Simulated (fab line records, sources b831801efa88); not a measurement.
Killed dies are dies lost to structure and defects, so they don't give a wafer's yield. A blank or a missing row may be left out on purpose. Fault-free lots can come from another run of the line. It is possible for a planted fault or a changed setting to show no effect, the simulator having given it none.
What tool caused it? | flow gf180mcu | Sampling: 12 lots, 36 wafers, 7 of 602 route steps

WHAT EACH GAUGE READ, for each wafer
GF_STI_CD_MEAS_12 targets a cd of 220 nm.
lot  | measured    | on       | cdNm (nm)
L854 | day 2 11:14 | cdSem-01 | 218.1 218.6 217.7
L855 | day 2 18:17 | cdSem-01 | 221.2 220.2 220.9
L862 | day 4 04:32 | cdSem-01 | 219.7 219.0 220.2
L865 | day 4 22:36 | cdSem-02 | 219.9 219.6 218.0
L867 | day 5 06:32 | cdSem-01 | 220.1 220.2 219.1
L868 | day 5 11:37 | cdSem-02 | 220.5 221.2 221.0
L869 | day 5 18:13 | cdSem-02 | 217.4 217.7 217.8
L870 | day 5 21:41 | cdSem-01 | 220.2 220.1 219.4
L871 | day 6 03:56 | cdSem-02 | 219.4 218.6 218.8
L872 | day 6 09:11 | cdSem-01 | 220.2 221.4 221.1
L874 | day 6 18:20 | cdSem-02 | 221.5 220.3 221.8
L875 | day 7 02:11 | cdSem-02 | 220.2 221.0 218.8

GF_MVSD_OVL_MEAS_07.
lot  | measured     | on         | MVSD_OVL (nm)
L854 | day 4 21:56  | overlay-01 | 1.0 1.1 0.0
L855 | day 5 03:59  | overlay-01 | -0.1 -0.4 -0.3
L862 | day 6 21:38  | overlay-01 | - - -
L865 | day 7 17:32  | overlay-01 | -0.5 -0.6 -2.0
L867 | day 8 03:26  | overlay-01 | 0.1 -0.5 0.8
L868 | day 8 07:17  | overlay-01 | -0.5 -1.7 -3.0
L869 | day 8 12:51  | overlay-01 | -1.1 -2.1 -1.6
L870 | day 8 17:44  | overlay-02 | 1.6 0.5 0.5
L871 | day 9 04:11  | overlay-02 | -0.7 -0.1 -1.3
L872 | day 9 08:41  | overlay-02 | -1.4 0.4 1.3
L874 | day 9 18:11  | overlay-02 | 2.2 0.5 0.4
L875 | day 10 00:25 | overlay-02 | -0.6 -0.2 -1.6

GF_MVSD_TW_MEAS_11.
lot  | measured     | on           | MVSD_TW
L854 | day 4 22:22  | filmMetro-04 | 1579 1565 1572
L855 | day 5 04:26  | filmMetro-01 | 1544 1537 1548
L862 | day 6 22:04  | filmMetro-04 | 29 30 30
L865 | day 7 17:59  | filmMetro-04 | 1557 1562 1561
L867 | day 8 03:52  | filmMetro-04 | 1572 1563 1562
L868 | day 8 07:43  | filmMetro-04 | 1560 1561 1568
L869 | day 8 13:17  | filmMetro-02 | 1579 1581 1583
L870 | day 8 18:11  | filmMetro-04 | 1565 1562 1570
L871 | day 9 04:37  | filmMetro-04 | 1564 1567 1572
L872 | day 9 09:07  | filmMetro-02 | 1585 1586 1587
L874 | day 9 18:37  | filmMetro-02 | 1582 1588 1583
L875 | day 10 00:52 | filmMetro-02 | 1580 1580 1577

GF_MVPSD_TW_MEAS_11.
lot  | measured     | on           | MVPSD_TW
L854 | day 5 12:44  | filmMetro-01 | 539 540 539
L855 | day 5 19:20  | filmMetro-01 | 545 542 541
L862 | day 7 13:41  | filmMetro-01 | 1563 1558 1558
L865 | day 8 10:50  | filmMetro-01 | 544 539 542
L867 | day 8 20:20  | filmMetro-02 | 554 554 553
L868 | day 9 00:43  | filmMetro-02 | 556 554 555
L869 | day 9 06:09  | filmMetro-02 | 552 554 555
L870 | day 9 10:32  | filmMetro-02 | 559 555 556
L871 | day 9 21:49  | filmMetro-01 | 543 540 540
L872 | day 10 02:56 | filmMetro-04 | 553 553 553
L874 | day 10 11:47 | filmMetro-04 | 552 554 555
L875 | day 10 18:34 | filmMetro-01 | 540 539 540

GF_VT_IMPLANT_OVL_MEAS_29.
lot  | measured     | on         | VT_IMPLANT_02_OVL (nm)
L854 | day 7 10:12  | overlay-01 | -1.3 -0.3 -2.0
L855 | day 7 17:36  | overlay-02 | 2.5 0.2 3.3
L862 | day 9 15:24  | overlay-01 | 0.5 0.5 -0.7
L865 | day 10 13:27 | overlay-01 | -2.6 -2.1 -0.4
L867 | day 11 00:24 | overlay-02 | 4.2 2.3 2.2
L868 | day 11 04:29 | overlay-01 | 1.3 0.2 0.9
L869 | day 11 10:23 | overlay-01 | -1.6 0.9 -0.1
L870 | day 11 14:56 | overlay-02 | -0.8 -1.9 -0.6
L871 | day 12 03:31 | overlay-02 | 1.7 2.0 1.6
L872 | day 12 09:42 | overlay-02 | -0.1 -1.0 0.2
L874 | day 12 20:01 | overlay-02 | 0.9 2.2 0.6
L875 | day 13 03:51 | overlay-01 | -0.4 0.4 -0.4

GF_DUAL_GATE_THK_MEAS_03.
lot  | measured     | on           | DUAL_GATE_OXIDATION_00_THK (nm)
L854 | day 8 05:27  | filmMetro-03 | 10.84 10.93 10.71
L855 | day 8 14:46  | filmMetro-03 | 11.07 11.29 11.03
L862 | day 10 14:22 | filmMetro-04 | 10.98 11.10 10.84
L865 | day 11 10:25 | filmMetro-02 | 11.02 10.96 11.18
L867 | day 11 23:07 | filmMetro-03 | 10.98 10.90 11.14
L868 | day 12 01:54 | filmMetro-02 | 10.63 10.66 10.80
L869 | day 12 07:32 | filmMetro-04 | 11.11 11.31 11.31
L870 | day 12 14:06 | filmMetro-02 | 11.03 10.73 10.97
L871 | day 13 01:42 | filmMetro-03 | 10.52 10.74 10.52
L872 | day 13 07:38 | filmMetro-03 | 11.13 10.73 11.14
L874 | day 13 19:34 | filmMetro-03 | 11.10 11.09 11.08
L875 | day 14 02:56 | filmMetro-03 | 10.86 10.70 10.88

WHAT TOOL EACH LOT RAN ON (gives the tool, then ch and the chambers of the sampled wafers, and finally the start)
lot  | GF_MVSD_EXPOSE_04
L854 | ilineStepper-02 ch 0, day 4 14:59
L855 | ilineStepper-02 ch 0, day 4 21:35
L862 | ilineStepper-01 ch 0, day 6 14:20
L865 | ilineStepper-02 ch 0, day 7 09:34
L867 | ilineStepper-02 ch 0, day 7 19:23
L868 | ilineStepper-01 ch 0, day 7 22:58
L869 | ilineStepper-01 ch 0, day 8 04:57
L870 | ilineStepper-02 ch 0, day 8 10:10
L871 | ilineStepper-02 ch 0, day 8 19:53
L872 | ilineStepper-01 ch 0, day 9 00:43
L874 | ilineStepper-02 ch 0, day 9 09:41
L875 | ilineStepper-02 ch 0, day 9 16:20
- GF_MVSD_EXPOSE_04: exposes mask MVSD, target cd 1000 nm.

WHAT THE TOOLS THEMSELVES READ (means of the sampled wafers that have a number; where no wafer has one, the mark that the record gives instead)
GF_MVSD_EXPOSE_04.
lot  | tool            | exposureDoseMJCm2 | reticleTempC (C)
L854 | ilineStepper-02 | 260.25            | 22.94
L855 | ilineStepper-02 | 259.94            | 23.10
L862 | ilineStepper-01 | 260.16            | 23.01
L865 | ilineStepper-02 | 259.94            | 23.07
L867 | ilineStepper-02 | 259.88            | 23.07
L868 | ilineStepper-01 | 259.94            | 23.04
L869 | ilineStepper-01 | 260.09            | 22.87
L870 | ilineStepper-02 | 260.03            | 23.02
L871 | ilineStepper-02 | 259.74            | 23.04
L872 | ilineStepper-01 | 259.73            | 23.01
L874 | ilineStepper-02 | 259.97            | 23.03
L875 | ilineStepper-02 | 259.50            | 22.92

THE ANSWER, worked out from the rows above alone
Rule: the usual values come from the lots themselves. Put in order of their means at a reading, lots are off if they are a third of the lots or fewer, leave a main group of 4 or more, and stand apart from it by a gap of 3 or more times the standard deviation of the main group's means; of several such gaps the widest counts. The tables above print the reading to a certain number of digits; a main group whose means all agree to those digits is not used. A lot without any number at a reading at which 4 lots or more have one is off too. All remaining lots with rows at the step are treated as sound. The gauges are gone through in route order, then the tools' own readings, and for those a lot's mean is taken as printed above. The first step at which some lot is off is used, and at that step the reading that is off furthest; a lot without a number counts as furthest.
Off: L862, at GF_MVSD_OVL_MEAS_07 (MVSD_OVL). Without a number there: L862. For the main group the mean is -0.3 nm and the standard deviation 0.91.
If a tool, at a process step before that reading, ran all the lots that are off and no sound lot after the first of them, it fits. Not tried: the gauges at GF_MVSD_OVL_MEAS_07; whatever is off there is also off at GF_MVSD_TW_MEAS_11, on other tools, and gauge error can't account for it. Not one of the candidates tried fits.

WHAT THE SIMULATOR HAD INSERTED
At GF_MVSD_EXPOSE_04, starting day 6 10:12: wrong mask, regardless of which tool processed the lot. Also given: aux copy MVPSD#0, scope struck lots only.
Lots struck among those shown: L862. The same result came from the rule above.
